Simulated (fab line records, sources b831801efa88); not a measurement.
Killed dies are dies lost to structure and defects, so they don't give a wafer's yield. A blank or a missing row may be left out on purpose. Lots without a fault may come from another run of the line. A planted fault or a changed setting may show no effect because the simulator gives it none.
Problem report in the 8D (eight disciplines) form, filled by code | flow sky130 | the parts of the form that need people (team, actions taken, sign-off) are left out

1. THE PROBLEM
METAL5_ALCU_RS at SKY_METAL5_RS_MEAS_05 reads a mean of 0.03617 ohm/sq on 2 wafers of 1 lot; wafers without a fault read 0.02706 ohm/sq with a standard deviation of 0.00023. That is +40 standard deviations from the usual mean.
The step: measures by four-point-probe.
First seen on wafer L256.1, day 44 12:31, on film_metro-04. The record holds 15 wafers of 5 lots with a number at this step. Rule for "out", or "out of limits": more than 4 standard deviations from the usual mean. The other wafers with a number count as sound.

2. WHAT IT IS AND WHAT IT IS NOT
question                    | is                | is not
which readings at this step | METAL5_ALCU_RS    | -
which lots                  | L256              | L250, L264, L270, L273
which wafers of those lots  | L256.1, L256.6    | L256.2
read on which gauges        | film_metro-04     | film_metro-01, film_metro-02
when                        | from day 44 12:31 | up to then (4 sound wafers); but 9 sound wafers of L264, L270, L273 came after

3. SUSPECTS, AND WHAT RULES EACH OUT
Counting: a tool at a process step up to the reading stays a suspect if it ran every lot that is out. Sound lots after the first of them don't rule it out here, since some wafers of a struck lot are sound.
- the gauge at SKY_METAL5_RS_MEAS_05: ruled out. All the wafers that are out were read on film_metro-04, but those of them that SKY_METAL5_METAL_ETCH_15 has rows for are out there too, on other tools.
- rie_diel-02 at SKY_VIA4_ETCH_12 (etches SiO2 in C4F8/O2/Ar, stops on TiN, target depth 580 nm): kept. It ran the lot that is out, L256 (day 44 10:58); its last sound lot up to then is L250 (day 42 14:43).
- plasma_asher-04 at SKY_VIA4_STRIP_13 (strips in O2/N2): kept. It ran the lot that is out, L256 (day 44 11:02).
- pvd_sputter-04 at SKY_VIA4_SPUTTER_17 (material TiN, target thk 20 nm, time 80 s): kept. It ran the lot that is out, L256 (day 44 11:38).
- cvd_w-02 at SKY_VIA4_CVD_18 (deposits W, target thk 505 nm, time 152.14 s): kept. It ran the lot that is out, L256 (day 44 11:42); its last sound lot up to then is L250 (day 42 15:29).
- cmp-02 at SKY_VIA4_CMP_21 (polishes, stops on SiO2, t overpolish 25 s, target thk 0 nm): kept. It ran the lot that is out, L256 (day 44 12:02); its last sound lot up to then is L250 (day 42 15:59).
- pvd_sputter-01 at SKY_METAL5_SPUTTER_02 (material AlCu, target thk 1150 nm, time 61.2 s): kept. It ran the lot that is out, L256 (day 44 12:23).
- Within rie_diel-02 at SKY_VIA4_ETCH_12: the wafers that are out ran in chamber 2; their sound lot-mates ran in chamber 1.
- Within plasma_asher-04 at SKY_VIA4_STRIP_13: the wafers that are out ran in chamber 0; their sound lot-mates ran in chamber 1.
- Within cvd_w-02 at SKY_VIA4_CVD_18: the wafers that are out ran in chamber 0; their sound lot-mates ran in chamber 1.
- Within cmp-02 at SKY_VIA4_CMP_21: the wafers that are out ran in chambers 2, 3; their sound lot-mates ran in chamber 1.
Left after counting: rie_diel-02 at SKY_VIA4_ETCH_12, plasma_asher-04 at SKY_VIA4_STRIP_13, pvd_sputter-04 at SKY_VIA4_SPUTTER_17, cvd_w-02 at SKY_VIA4_CVD_18, cmp-02 at SKY_VIA4_CMP_21, pvd_sputter-01 at SKY_METAL5_SPUTTER_02.

4. THE CAUSE (what the simulator had put in)
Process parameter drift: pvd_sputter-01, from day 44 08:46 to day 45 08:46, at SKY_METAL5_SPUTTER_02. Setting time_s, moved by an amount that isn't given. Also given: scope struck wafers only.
Counting left 6 suspects, and this tool is among them.

5. THE CHAIN OF EFFECTS, in route order
Each row: a reading whose mean over the struck wafers that have a number lies more than 3 standard deviations from the usual. Only readings for which the record gives a usual standard deviation are gone through. hours: the time from each lot's start at the first step in this table that gives one to its start at this step, as a median over the lots. sigmas: the change in usual standard deviations.
hours | step                     | reading         | usual          | on struck wafers | change   | sigmas
0     | SKY_METAL5_RS_MEAS_05    | METAL5_ALCU_RS  | 0.02706 ohm/sq | 0.03617          | +0.00911 | +40
0     | SKY_METAL5_THK_MEAS_06   | METAL5_ALCU_THK | 1138 nm        | 844              | -294     | -21
21    | SKY_METAL5_METAL_ETCH_15 | oes_product_au  | 0.894 a.u.     | 0.781            | -0.113   | -23
The process steps in it:
- SKY_METAL5_METAL_ETCH_15: etches the open film in Cl2/BCl3, stops on SiO2, target depth 1260 nm, time 252 s.

6. WHAT WOULD HAVE CAUGHT IT SOONER
In this record the first reading out of limits at a measuring or inspecting step was taken at day 44 12:31, 4 hours after the fault began at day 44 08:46.
Of the tool readings at SKY_METAL5_SPUTTER_02 for which the record gives a usual standard deviation, none was out on any struck wafer, so an alarm limit of 4 standard deviations on them would not have fired.
All the lots that are out (1) had begun SKY_METAL5_SPUTTER_02 on pvd_sputter-01 by day 44 12:31. A hold on the tool at that time would have spared none of them.
